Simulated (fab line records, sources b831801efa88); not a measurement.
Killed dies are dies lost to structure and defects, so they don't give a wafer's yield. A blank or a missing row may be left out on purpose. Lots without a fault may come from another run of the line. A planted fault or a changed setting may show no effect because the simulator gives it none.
One fault seen from 2 desks | flow sky130 | each desk has only its own numbers; what lay behind them comes last

THE TOOL OWNER'S DESK: rie_diel-03
The tool's own readings at SKY_SPACER_ETCHBACK_02 (etches Si3N4 in CH3F/O2, stops on SiO2, time 46.7 s, target depth 45 nm): means of the sampled wafers that have a number, for each lot that ran on this tool. A lot is out of limits, marked OUT, if its mean lies more than 4 standard deviations from the usual mean; the brackets give that distance.
Columns: A = drypump_motor_current_A at SKY_SPACER_ETCHBACK_02, usual 5.8 A; B = oes_product_au at SKY_SPACER_ETCHBACK_02, usual 0.856 a.u.; C = throttle_valve_pct at SKY_SPACER_ETCHBACK_02, usual 10.563 %
lot  | first seen here | A   | B     | C
L265 | day 24 04:56    | 5.6 | 0.854 | 10.559
L271 | day 26 07:40    | 5.9 | 0.859 | 10.572
L274 | day 27 21:18    | 6.0 | 0.855 | 10.555
L278 | day 28 13:12    | 6.0 | 0.866 | 10.549
This desk's finding: nothing out of limits on any of the 4 lots.

THE METROLOGY DESK
What the gauges read, lot by lot, whatever tool the lot ran on: means of the sampled wafers that have a number. A lot is out of limits, marked OUT, if its mean lies more than 4 standard deviations from the usual mean; the brackets give that distance.
Columns: A = cd_nm at SKY_POLY_GATE_CD_MEAS_13, usual 149.9 nm; B = LDD_N_TW at SKY_LDD_N_TW_MEAS_17, usual 2549
lot  | first seen here | A     | B
L264 | day 16 19:26    | 147.6 | 2538
L265 | day 17 16:52    | 149.9 | 2557
L266 | day 17 19:34    | 150.9 | 2522
L267 | day 18 02:47    | 149.2 | 2569
L271 | day 19 16:36    | 152.7 | 2545
L274 | day 21 12:44    | 150.5 | 2568
L278 | day 22 04:51    | 150.4 | 2534
L280 | day 22 12:40    | 150.1 | 2562
L283 | day 23 12:25    | 149.8 | 2569
L284 | day 23 22:31    | 149.4 | 2562
L286 | day 24 02:09    | 150.2 | 2549
This desk's finding: nothing out of limits on any of the 11 lots.

PUT TOGETHER
The tool owner's desk saw nothing out of limits.
The metrology desk saw nothing out of limits.

WHAT THE SIMULATOR HAD PUT IN
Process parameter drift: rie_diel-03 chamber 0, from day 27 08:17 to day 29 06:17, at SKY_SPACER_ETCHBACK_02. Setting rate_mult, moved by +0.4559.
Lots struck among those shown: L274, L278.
